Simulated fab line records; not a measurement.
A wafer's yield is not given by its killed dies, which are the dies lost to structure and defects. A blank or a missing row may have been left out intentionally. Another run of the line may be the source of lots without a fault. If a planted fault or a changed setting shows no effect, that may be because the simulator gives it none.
Split-lot study -- flow sky130 -- 23 wafers read across 5 lots, on a route 708 steps long

ON THE SPLIT
At SKY_NWELL_IMPLANT_24, the setting dose-cm2 was moved away from the recipe's 9.2e+12 on 8 of the 23 wafers read, by -7.1% to +2.8%. This setting was run at the recipe's value on the other wafers.

FROM SPLIT TO READING: 1 step shown by the file between the two
- SKY_NWELL_STRIP_25: strips in O2/N2

THE READING
NWELL_2_TW, at SKY_NWELL_TW_MEAS_26. Fault-free wafers of this fab line usually give 495.0, standard deviation 2.

wafer,"tool, chamber at the split",dose-cm2 as run,against the recipe,NWELL_2_TW,against lot-mates on the recipe
L077.2,"implanter-01, 0",9.2e+12,recipe,496.3,-
L077.3,"implanter-01, 0",9.2e+12,recipe,495.4,-
L077.5,"implanter-01, 0",9.2e+12,recipe,492.5,-
L080.1,"implanter-04, 0",9.2e+12,recipe,491.6,-
L080.2,"implanter-04, 0",9.2e+12,recipe,493.9,-
L080.3,"implanter-04, 0",9.025e+12,-1.9%,494.0,+1.2
L080.5,"implanter-04, 0",9.025e+12,-1.9%,490.2,-2.6
L080.6,"implanter-04, 0",9.025e+12,-1.9%,492.1,-0.6
L081.1,"implanter-01, 0",8.544e+12,-7.1%,481.9,-13.6
L081.2,"implanter-01, 0",8.544e+12,-7.1%,480.6,-14.9
L081.3,"implanter-01, 0",9.2e+12,recipe,493.7,-
L081.4,"implanter-01, 0",9.2e+12,recipe,494.6,-
L081.5,"implanter-01, 0",9.2e+12,recipe,498.2,-
L082.2,"implanter-01, 0",9.2e+12,recipe,494.6,-
L082.3,"implanter-01, 0",9.2e+12,recipe,492.5,-
L082.4,"implanter-01, 0",9.2e+12,recipe,497.2,-
L082.5,"implanter-01, 0",9.2e+12,recipe,494.5,-
L082.6,"implanter-01, 0",9.2e+12,recipe,493.9,-
L084.1,"implanter-02, 0",9.456e+12,+2.8%,500.2,+5.1
L084.2,"implanter-02, 0",9.456e+12,+2.8%,500.5,+5.4
L084.4,"implanter-02, 0",9.2e+12,recipe,494.2,-
L084.5,"implanter-02, 0",9.2e+12,recipe,496.1,-
L084.6,"implanter-02, 0",9.456e+12,+2.8%,502.1,+7.0

FIT RESULTS
A straight line over all 23 wafers: NWELL_2_TW changes by +1.92 for each +1% of dose-cm2; r = +0.94; the points scatter about the line by 1.7.
The same after taking each lot's own level away (the mean of its wafers on the recipe; 23 wafers): +1.91 for each +1%; r = +0.93; scatter 1.8.
Per that fit: largest dose-cm2 move, reading shift of 14.
Measured against the standard deviation above, the lots' own levels, which go from 492.75 to 495.50, span 1.4 times it.
Hence the lot-to-lot level has little effect on the slope; both slopes agree.
Check: -13 against its lot-mates is what the line predicts for one of the wafers moved furthest among these (-7.1%) when that wafer is left out of the fit. Against them it came out at -13.6.

THE OTHER SPLITS THESE WAFERS WENT THROUGH
Note: prior to the reading, these wafers also went through further splits. Each is held against what the fit with the lots' levels taken away leaves over:
other split on the same wafers,wafers away from the commonest value,r with NWELL_2_TW (lot level and that fit taken away)
SKY_FIELD_ISO_OXIDATION_01 ox-time-s,18,-0.16
SKY_DNWELL_COAT_02 spin-rpm,7,-0.15
SKY_DNWELL_DEVELOP_06 develop-time-s,9,+0.42
SKY_PWDE_IMPLANT_08 dose-cm2,8,-0.04
SKY_NWELL_IMPLANT_11 energy-kev,7,-0.16

THE FILE'S OWN FIT
NWELL_2_TW changes by +1.91 for each +1% of dose-cm2, r = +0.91.
